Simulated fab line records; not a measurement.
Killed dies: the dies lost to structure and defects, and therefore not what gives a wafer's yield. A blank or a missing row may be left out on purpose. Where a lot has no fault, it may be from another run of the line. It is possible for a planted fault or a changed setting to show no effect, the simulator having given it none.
Split-lot study -- flow sky130 -- 5 lots, 23 wafers read, on a route of 708 steps

== ON THE SPLIT ==
At SKY_SD_P_DEVELOP_06 (develop time 60 s), the setting developTimeS was moved away from the recipe's 60 s on 6 of the 23 wafers read, by -14.6% to +8.1%. This setting was run at the recipe's value on the other wafers.

There is no step in the file separating the split from the reading.

== THE READING ==
cdNm at SKY_SD_P_CD_MEAS_07, given in nm (cd target 380 nm). Typical for fault-free wafers on this fab line: 380 nm, with standard deviation 3.4 nm.

wafer,"tool, chamber at the split","developTimeS as run, s",against the recipe,"cdNm, nm",against lot-mates on the recipe
L074.1,"lithoTrack-01, 0",64.85,+8.1%,394,+8
L074.2,"lithoTrack-01, 0",60,recipe,384,-
L074.3,"lithoTrack-01, 0",60,recipe,387,-
L074.5,"lithoTrack-01, 0",64.85,+8.1%,392,+6
L074.6,"lithoTrack-01, 0",64.85,+8.1%,393,+8
L075.1,"lithoTrack-03, 0",60,recipe,379,-
L075.3,"lithoTrack-03, 0",60,recipe,382,-
L075.4,"lithoTrack-03, 0",60,recipe,381,-
L075.5,"lithoTrack-03, 0",60,recipe,380,-
L075.6,"lithoTrack-03, 0",60,recipe,381,-
L077.1,"lithoTrack-01, 0",60,recipe,381,-
L077.2,"lithoTrack-01, 0",60,recipe,381,-
L077.4,"lithoTrack-01, 0",60,recipe,379,-
L077.5,"lithoTrack-01, 0",60,recipe,380,-
L077.6,"lithoTrack-01, 0",60,recipe,377,-
L081.1,"lithoTrack-03, 0",60,recipe,382,-
L081.3,"lithoTrack-03, 0",60,recipe,380,-
L081.4,"lithoTrack-03, 0",60,recipe,381,-
L085.1,"lithoTrack-03, 0",51.25,-14.6%,363,-12
L085.2,"lithoTrack-03, 0",60,recipe,374,-
L085.3,"lithoTrack-03, 0",51.25,-14.6%,360,-15
L085.4,"lithoTrack-03, 0",51.25,-14.6%,359,-16
L085.5,"lithoTrack-03, 0",60,recipe,376,-

FIT RESULTS
A straight line over all 23 wafers: cdNm changes by +1.41 nm for each +1% of developTimeS; r = +0.95; the points scatter about the line by 2.7 nm.
The same after taking each lot's own level away (the mean of its wafers on the recipe; 23 wafers): +0.968 nm for each +1%; r = +0.98; scatter 1.3 nm.
The reading moves by 14 nm for the largest change in developTimeS, on that fit.
Across the lots, their own levels run from 375.0 to 385.5 nm, a range of 3.1 times the standard deviation given above.
In other words, the slope is changed by the lot-to-lot level; the two fits disagree.
Check: with one of the wafers moved furthest among these (-14.6%) left out of the fit, the line predicts -15 nm for it against its lot-mates. Against them it came out at -12 nm.

== THE FILE'S OWN FIT ==
cdNm changes by +0.959 nm for each +1% of developTimeS, r = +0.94.
